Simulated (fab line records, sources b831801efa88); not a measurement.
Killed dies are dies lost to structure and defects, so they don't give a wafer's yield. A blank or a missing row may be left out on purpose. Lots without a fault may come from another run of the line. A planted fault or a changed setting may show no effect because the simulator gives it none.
fab line records | flow sky130
record lots=12 wafers=36 last_day=50
route steps=708 shown VT_ADJUST_NCORE@127 VT_ADJUST_HVTR@138 PAD_OPEN@708
lots that met no fault: from a run of the same line without faults
start_h: hours from the record's first day to the start of the lot's first wafer shown | wait_h: hours since the lot's step before | " the same as in the row above | L1.1+2: a row that stands for several wafers | - no value, or no start given | * or withheld: withheld | < > ~ a bound
route shown NAME@n: a module of which the file shows steps, and the number in the route of the first | usual: mean/standard deviation of fault-free wafers | same: alike in all rows | chamber/n: place in a boat | sites: the reading at each site | _std_site: their standard deviation | _edge_site: outer sites' mean less inner sites' | radius_mm: how far each site lies from the wafer's centre | mask NAME#n: copy n | behind: the tool/chamber that last shaped the wafer | hold: why the lot was held/for how many hours/how that ended | device: the transistor (n, p or np) that didn't switch | end of line: the same wafers' tests at the end of the route | a step without rows: its recipe alone | killed: dies lost to structure and defects at the first sort, not the wafer's yield | map: a wafer's dies, x killed, . not, _ none there
set.NAME: the setting as run; set.NAME@STEP: as run at that earlier step | model.NAME: the simulator's own value behind a step, which no gauge read
steps of the route over a sample of lots; a table a step, a row a wafer
services: from which hour (start_h, from the record's first day; less than 0 if before it) a tool's chamber was out of use, for how many hours, and why
## steps
# step SKY_VT_ADJUST_NCORE_OVL_MEAS_08
# usual VT_ADJUST_NCORE_OVL=0.7/1.5
# columns lot.wafer tool chamber start_h wait_h VT_ADJUST_NCORE_OVL[nm]
L932.3 overlay-02 - 189.13 0.1 5.2
L932.4 " - " " 5.3
L932.6 " - " " 4.9
L933.2 overlay-01 - 195.02 0.1 1.5
L933.3 " - " " 1.2
L933.5 " - " " 0.2
L937.2 overlay-02 - 218.48 0.1 -1.4
L937.3 " - " " -1.3
L937.5 " - " " -0.8
L941.1 overlay-01 - 244.37 0.1 1.3
L941.3 " - " " 1.2
L941.5 " - " " 3.5
L942.1 overlay-02 - 247.76 0.1 -2.3
L942.4 " - " " -0.5
L942.6 " - " " -1.0
L943.1 overlay-02 - 255.86 0.1 0.1
L943.4 " - " " -0.1
L943.5 " - " " -1.3
L947.1 overlay-02 - 284.11 0.1 0.3
L947.2 " - " " -0.2
L947.4 " - " " -0.6
L949.1 overlay-01 - 300.32 0.1 2.0
L949.2 " - " " 1.6
L949.3 " - " " 1.2
L950.2 overlay-01 - 304.82 0.1 -0.6
L950.3 " - " " 0.2
L950.5 " - " " 2.1
L953.1 overlay-01 - 328.42 0.1 -0.3
L953.3 " - " " -2.3
L953.4 " - " " -0.2
L954.2 overlay-01 - 336.32 0.1 1.9
L954.3 " - " " 1.5
L954.5 " - " " 2.0
L955.1 overlay-01 - 338.62 0.1 2.6
L955.5 " - " " 0.9
L955.6 " - " " 1.4
# step SKY_VT_ADJUST_HVTR_CD_MEAS_07
# recipe target_cd_nm=380
# usual cd_nm=379.5/2.2
# columns lot.wafer tool chamber start_h wait_h cd_nm
L932.3 cd_sem-02 - 210.59 0.1 377.1
L932.4 " - " " 375.8
L932.6 " - " " 378.2
L933.2 cd_sem-01 - 216.47 0.1 382.0
L933.3 " - " " 380.4
L933.5 " - " " 380.6
L937.2 cd_sem-01 - 239.35 0.1 384.4
L937.3 " - " " 383.1
L937.5 " - " " 384.7
L941.1 cd_sem-02 - 267.50 0.1 381.7
L941.3 " - " " 380.0
L941.5 " - " " 380.1
L942.1 cd_sem-01 - 271.33 0.1 377.4
L942.4 " - " " 375.5
L942.6 " - " " 376.8
L943.1 cd_sem-01 - 279.25 0.1 378.0
L943.4 " - " " 379.2
L943.5 " - " " 379.3
L947.1 cd_sem-02 - 308.95 0.1 376.8
L947.2 " - " " 376.8
L947.4 " - " " 377.7
L949.1 cd_sem-02 - 326.00 0.1 380.9
L949.2 " - " " 381.2
L949.3 " - " " 382.0
L950.2 cd_sem-01 - 330.90 0.1 380.3
L950.3 " - " " 383.3
L950.5 " - " " 381.6
L953.1 cd_sem-02 - 355.80 0.1 378.0
L953.3 " - " " 379.6
L953.4 " - " " 377.4
L954.2 cd_sem-01 - 363.77 0.1 378.6
L954.3 " - " " 378.1
L954.5 " - " " 375.8
L955.1 cd_sem-02 - 366.15 0.1 379.5
L955.5 " - " " 380.1
L955.6 " - " " 380.5
# step SKY_VT_ADJUST_HVTR_IMPLANT_09
# recipe species=B energy_kev=10 dose_cm2=2.1e+12 tilt_deg=withheld
# usual end_station_pressure_torr=5.02e-06/2.5e-07
# columns lot.wafer tool chamber start_h wait_h end_station_pressure_torr
L932.3 implanter-02 0 210.76 0.1 4.5e-06
L932.4 " 0 " " 5.11e-06
L932.6 " 0 " " 4.93e-06
L933.2 implanter-04 0 216.63 0.0 4.75e-06
L933.3 " 0 " " 5.36e-06
L933.5 " 0 " " 4.92e-06
L937.2 implanter-02 0 239.51 0.0 4.76e-06
L937.3 " 0 " " 5.1e-06
L937.5 " 0 " " 5.4e-06
L941.1 implanter-04 0 267.65 0.0 5.02e-06
L941.3 " 0 " " 4.83e-06
L941.5 " 0 " " 4.95e-06
L942.1 implanter-04 0 271.49 0.0 5.16e-06
L942.4 " 0 " " 5.1e-06
L942.6 " 0 " " 4.54e-06
L943.1 implanter-02 0 279.40 0.0 4.73e-06
L943.4 " 0 " " 5.02e-06
L943.5 " 0 " " 5.06e-06
L943.1 implanter-02 0 279.72 0.3 5.32e-06
L943.4 " 0 " " 4.93e-06
L943.5 " 0 " " 5.09e-06
L947.1 implanter-03 0 309.10 0.0 4.71e-06
L947.2 " 0 " " 4.99e-06
L947.4 " 0 " " 5.29e-06
L947.1 implanter-03 0 309.42 0.3 5.3e-06
L947.2 " 0 " " 5e-06
L947.4 " 0 " " 4.71e-06
L949.1 implanter-03 0 326.15 0.0 5.09e-06
L949.2 " 0 " " 5.07e-06
L949.3 " 0 " " 4.94e-06
L950.2 implanter-04 0 331.06 0.0 5.13e-06
L950.3 " 0 " " 4.59e-06
L950.5 " 0 " " 4.66e-06
L953.1 implanter-02 0 355.95 0.0 5.04e-06
L953.3 " 0 " " 5.7e-06
L953.4 " 0 " " 4.98e-06
L954.2 implanter-04 0 363.93 0.0 5.18e-06
L954.3 " 0 " " 5.13e-06
L954.5 " 0 " " 5.21e-06
L955.1 implanter-02 0 366.30 0.0 4.97e-06
L955.5 " 0 " " 5.11e-06
L955.6 " 0 " " 5.48e-06
# step SKY_VT_ADJUST_HVTR_STRIP_10
# recipe chemistry=O2/N2 power_w=1400 pressure_mtorr=1500 platen_temp_c=withheld o2_flow_sccm=3000 n2_flow_sccm=300 overash_fraction=0.5
# usual drypump_motor_current_A=5.7/0.33 oes_product_au=0.716/0.0041 strip_time_to_endpoint_s=14.18/0.04
# columns lot.wafer tool chamber start_h wait_h drypump_motor_current_A oes_product_au rf_hours_counter_h strip_time_to_endpoint_s
L932.3 plasma_asher-03 1 210.89 0.1 5.2 0.720 - 14.16
L932.4 " 0 " " 5.3 0.710 - 14.16
L932.6 " 0 " " 5.3 0.719 - 14.15
L933.2 plasma_asher-01 1 216.76 0.1 5.9 0.713 56 14.16
L933.3 " 1 " " 5.9 0.711 - 14.14
L933.5 " 0 " " 6.1 0.712 - 14.16
L937.2 plasma_asher-03 0 239.64 0.1 5.3 0.710 40 14.25
L937.3 " 0 " " 5.3 0.719 - 14.21
L937.5 " 1 " " 5.2 0.714 - 14.20
L941.1 plasma_asher-01 1 267.80 0.1 5.9 0.719 61 14.17
L941.3 " 1 " " 6.0 0.720 - 14.26
L941.5 " 1 " " 5.9 0.717 - 14.20
L942.1 plasma_asher-03 1 271.64 0.1 5.2 0.717 43 14.18
L942.4 " 0 " " 5.3 0.726 - 14.15
L942.6 " 0 " " 5.3 0.713 - 14.17
L943.1 plasma_asher-01 1 279.87 0.1 5.9 0.715 62 14.24
L943.4 " 1 " " 5.9 0.718 - 14.25
L943.5 " 0 " " 6.1 0.717 - 14.26
L947.1 plasma_asher-01 0 309.57 0.1 6.1 0.713 65 14.22
L947.2 " 1 " " 5.9 0.718 65 14.21
L947.4 " 1 " " 5.9 0.715 - 14.16
L949.1 plasma_asher-03 1 326.30 0.1 5.2 0.721 49 14.20
L949.2 " 0 " " 5.3 0.713 49 14.17
L949.3 " 0 " " 5.3 0.710 - 14.22
L950.2 plasma_asher-03 1 331.19 0.1 5.2 0.718 49 14.24
L950.3 " 1 " " 5.2 0.711 - 14.21
L950.5 " 1 " " 5.2 0.720 - 14.21
L953.1 plasma_asher-01 0 356.10 0.1 6.1 0.705 70 14.17
L953.3 " 1 " " 5.9 0.715 - 14.19
L953.4 " 0 " " 6.1 0.716 - 14.19
L954.2 plasma_asher-04 0 364.05 0.1 5.8 0.713 23 14.09
L954.3 " 0 " " 5.7 0.719 - 14.16
L954.5 " 0 " " 5.8 0.714 - 14.16
L955.1 plasma_asher-04 0 366.45 0.1 5.7 0.717 24 14.16
L955.5 " 0 " " 5.7 0.710 - 14.20
L955.6 " 1 " " 5.8 0.720 - 14.19
# step SKY_VT_ADJUST_HVTR_TW_MEAS_11
# usual VT_ADJUST_HVTR_TW=213.1/1.9
# columns lot.wafer tool chamber start_h wait_h VT_ADJUST_HVTR_TW
L932.3 film_metro-01 - 210.98 0.1 211.1
L932.4 " - " " 211.2
L932.6 " - " " 211.8
L933.2 film_metro-03 - 216.87 0.1 214.6
L933.3 " - " " 214.6
L933.5 " - " " 214.8
L937.2 film_metro-03 - 239.75 0.1 215.5
L937.3 " - " " 215.1
L937.5 " - " " 214.5
L941.1 film_metro-02 - 267.90 0.1 211.8
L941.3 " - " " 212.4
L941.5 " - " " 211.7
L942.1 film_metro-01 - 271.74 0.1 210.9
L942.4 " - " " 211.8
L942.6 " - " " 212.7
L943.1 film_metro-03 - 279.97 0.1 262.6
L943.4 " - " " 263.0
L943.5 " - " " 262.1
L947.1 film_metro-01 - 309.67 0.1 256.5
L947.2 " - " " 257.9
L947.4 " - " " 257.3
L949.1 film_metro-03 - 326.40 0.1 214.0
L949.2 " - " " 211.5
L949.3 " - " " 212.1
L950.2 film_metro-03 - 331.30 0.1 212.0
L950.3 " - " " 211.3
L950.5 " - " " 213.7
L953.1 film_metro-01 - 356.20 0.1 212.0
L953.3 " - " " 212.6
L953.4 " - " " 211.9
L954.2 film_metro-01 - 364.16 0.1 211.0
L954.3 " - " " 212.0
L954.5 " - " " 211.4
L955.1 film_metro-01 - 366.55 0.1 211.7
L955.5 " - " " 212.0
L955.6 " - " " 211.6
# step SKY_PAD_OPEN_PROBE_99
# usual killed_at_M0_to_M3=43/8 killed_at_M4_up=2.9/1.6 killed_at_contacts=26/5.2 killed_at_front_end=15/4.3 killed_at_other=0.3/0.56 killed_dies=87/10 killed_open=48/6.9 killed_short=40/6.5
# same gross_dies=492 killed_at_back_side=0
# columns lot.wafer tool chamber start_h wait_h killed_at_M0_to_M3 killed_at_M4_up killed_at_contacts killed_at_front_end killed_at_other killed_dies killed_open killed_short
L937.2 prober-01 - 1106.26 0.1 41 3 35 12 0 91 50 41
L937.3 prober-01 - 1106.31 0.2 50 2 26 17 0 95 48 47
L937.5 prober-01 - 1106.41 0.2 34 5 22 11 0 72 35 37
L943.1 prober-02 - 1140.07 0.1 45 4 28 15 0 92 53 39
L943.4 prober-02 - 1140.22 0.2 36 3 26 17 1 83 40 43
L943.5 prober-02 - 1140.27 0.2 44 6 27 18 0 95 49 46
L947.1 prober-02 - 1161.56 0.1 52 6 33 19 0 110 57 53
L947.2 prober-02 - 1161.61 0.1 36 3 26 10 0 75 41 34
L947.4 prober-02 - 1161.71 0.2 36 4 29 14 1 84 41 43
L949.1 prober-02 - 1171.62 0.1 34 2 25 16 0 77 50 27
L949.2 prober-02 - 1171.67 0.1 33 5 36 12 2 88 40 48
L949.3 prober-02 - 1171.72 0.2 44 2 27 13 0 86 49 37
L950.2 prober-01 - 1177.97 0.1 26 6 28 16 3 79 43 36
L950.3 prober-01 - 1178.02 0.2 59 2 27 17 0 105 60 45
L950.5 prober-01 - 1178.12 0.2 42 1 15 14 0 72 40 32
L953.1 prober-02 - 1188.11 0.1 48 7 20 19 0 94 44 50
L953.3 prober-02 - 1188.21 0.2 38 2 17 19 0 76 40 36
L953.4 prober-02 - 1188.26 0.2 38 2 23 15 2 80 52 28
# killed by level:class
L937.2 CONTACT:geometric_particle:open=12 LI_CONTACT:geometric_particle:open=12 VIA1:geometric_particle:open=9 METAL2:geometric_particle:short=8 CONTACT:geometric_particle:short=6 VIA2:geometric_particle:open=5 FIELD_ISO:geometric_particle:open=4 VIA3:geometric_particle:short=4
L937.3 VIA1:geometric_particle:short=10 METAL2:geometric_particle:short=10 LI_CONTACT:geometric_particle:open=9 CONTACT:geometric_particle:open=9 VIA1:geometric_particle:open=9 FIELD_ISO:geometric_particle:open=5 POLY_GATE:geometric_particle:short=4 VIA3:geometric_particle:open=4
L937.5 LI_CONTACT:geometric_particle:open=8 CONTACT:geometric_particle:open=7 VIA1:geometric_particle:open=7 METAL3:geometric_particle:short=6 FIELD_ISO:geometric_particle:short=5 VIA2:geometric_particle:open=5 CONTACT:geometric_particle:short=4 VIA1:geometric_particle:short=4
L943.1 VIA1:geometric_particle:open=12 CONTACT:geometric_particle:open=9 LI_CONTACT:geometric_particle:open=8 VIA2:geometric_particle:open=8 METAL2:geometric_particle:short=7 VIA3:geometric_particle:open=7 FIELD_ISO:geometric_particle:short=6 CONTACT:geometric_particle:short=6
L943.4 VIA3:geometric_particle:open=8 LI_CONTACT:geometric_particle:open=7 CONTACT:geometric_particle:open=7 CONTACT:geometric_particle:short=6 METAL2:geometric_particle:short=6 SPACER:geometric_particle:short=5 VIA1:geometric_particle:open=5 FIELD_ISO:geometric_particle:short=4
L943.5 VIA1:geometric_particle:open=10 LI_CONTACT:geometric_particle:open=9 CONTACT:geometric_particle:open=9 METAL2:geometric_particle:short=7 VIA3:geometric_particle:short=7 VIA2:geometric_particle:open=6 POLY_GATE:geometric_particle:open=5 METAL4:geometric_particle:short=5
L947.1 CONTACT:geometric_particle:open=18 VIA1:geometric_particle:open=13 METAL2:geometric_particle:short=7 VIA2:geometric_particle:open=7 VIA1:geometric_particle:short=7 LI_CONTACT:geometric_particle:open=6 VIA2:geometric_particle:short=5 POLY_GATE:geometric_particle:short=5
L947.2 CONTACT:geometric_particle:open=12 VIA2:geometric_particle:short=9 VIA1:geometric_particle:open=8 LI_CONTACT:geometric_particle:open=6 METAL2:geometric_particle:short=5 METAL1:geometric_particle:short=4 FIELD_ISO:geometric_particle:open=3 POLY_GATE:geometric_particle:short=3
L947.4 CONTACT:geometric_particle:open=13 POLY_GATE:geometric_particle:short=7 LI_CONTACT:geometric_particle:open=6 VIA1:geometric_particle:open=6 VIA3:geometric_particle:open=6 CONTACT:geometric_particle:short=5 METAL1:geometric_particle:short=5 POLY_GATE:geometric_particle:open=4
L949.1 LI_CONTACT:geometric_particle:open=10 CONTACT:geometric_particle:open=8 VIA1:geometric_particle:open=8 VIA2:geometric_particle:open=6 VIA3:geometric_particle:open=5 FIELD_ISO:geometric_particle:open=3 POLY_GATE:geometric_particle:open=3 METAL2:geometric_particle:short=3
L949.2 CONTACT:geometric_particle:open=15 CONTACT:geometric_particle:short=8 VIA1:geometric_particle:open=8 VIA1:geometric_particle:short=6 FIELD_ISO:geometric_particle:short=5 LOCAL_INTERCONNECT:geometric_particle:short=5 METAL2:geometric_particle:short=5 POLY_GATE:geometric_particle:short=4
L949.3 CONTACT:geometric_particle:open=12 VIA2:geometric_particle:open=9 VIA1:geometric_particle:open=7 LI_CONTACT:geometric_particle:open=6 LOCAL_INTERCONNECT:geometric_particle:short=5 VIA1:geometric_particle:short=5 VIA3:geometric_particle:short=5 METAL1:geometric_particle:short=4
L950.2 CONTACT:geometric_particle:open=14 CONTACT:geometric_particle:short=7 VIA1:geometric_particle:open=7 METAL2:geometric_particle:short=5 METAL4:geometric_particle:short=5 FIELD_ISO:geometric_particle:short=4 POLY_GATE:geometric_particle:open=4 LI_CONTACT:geometric_particle:open=4
L950.3 VIA3:geometric_particle:open=11 CONTACT:geometric_particle:open=11 VIA1:geometric_particle:open=10 VIA2:geometric_particle:open=8 METAL2:geometric_particle:short=8 POLY_GATE:geometric_particle:open=7 VIA2:geometric_particle:short=6 LI_CONTACT:geometric_particle:open=5
L950.5 VIA1:geometric_particle:open=13 CONTACT:geometric_particle:open=6 METAL2:geometric_particle:short=5 FIELD_ISO:geometric_particle:open=4 LI_CONTACT:geometric_particle:short=4 VIA2:geometric_particle:open=4 VIA3:geometric_particle:short=4 METAL1:geometric_particle:short=3
L953.1 VIA1:geometric_particle:open=9 VIA2:geometric_particle:open=7 CONTACT:geometric_particle:open=7 METAL2:geometric_particle:short=7 VIA3:geometric_particle:short=7 LI_CONTACT:geometric_particle:open=6 METAL4:geometric_particle:short=6 METAL1:geometric_particle:short=5
L953.3 METAL1:geometric_particle:short=8 VIA1:geometric_particle:open=7 CONTACT:geometric_particle:open=7 FIELD_ISO:geometric_particle:short=6 SPACER:geometric_particle:open=6 VIA1:geometric_particle:short=6 VIA2:geometric_particle:open=5 FIELD_ISO:geometric_particle:open=3
L953.4 VIA1:geometric_particle:open=11 CONTACT:geometric_particle:open=10 VIA2:geometric_particle:open=8 VIA3:geometric_particle:open=8 LI_CONTACT:geometric_particle:open=6 FIELD_ISO:geometric_particle:short=4 POLY_GATE:geometric_particle:short=4 LOCAL_INTERCONNECT:geometric_particle:short=4
## services
# columns tool chamber start_h hours kind
implanter-02 - 211.35 4.5 repair
implanter-02 - 215.81 3.2 pm
implanter-02 - 220.33 13.1 pm
implanter-04 - 222.99 20.4 pm
implanter-03 - 233.70 1.7 repair
implanter-04 - 248.29 2.4 repair
implanter-02 - 280.70 3.3 repair
implanter-02 - 311.20 4.1 pm
implanter-03 - 347.80 4.5 pm
plasma_asher-03 - 353.51 3.6 repair
plasma_asher-03 - 361.39 14.6 pm
## key
first_sign step=SKY_VT_ADJUST_HVTR_IMPLANT_09 reading=visit direction=added
effect step=SKY_VT_ADJUST_HVTR_TW_MEAS_11 reading=VT_ADJUST_HVTR_TW direction=up sigmas=25 usual=213.1 struck=259.9
met_at SKY_VT_ADJUST_HVTR_IMPLANT_09
struck_lots L943,L947
tester_left_out L943,L947
not_acting_at SKY_VT_ADJUST_NCORE_OVL_MEAS_08,SKY_VT_ADJUST_HVTR_CD_MEAS_07,SKY_VT_ADJUST_HVTR_STRIP_10
fault kind=repeated_step_whole tool=implanter-02,implanter-03,implanter-04 chamber=- onset_h=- steps=SKY_VT_ADJUST_HVTR_IMPLANT_09 times=1 scope=struck_lots_only
# tester_left_out: of these lots the tester's yield and bins aren't shown, on N5 and GAA mostly nor the transistor test; their killed dies are dies lost to structure and defects alone, not to doping, threshold or leakage, so they don't give the yield
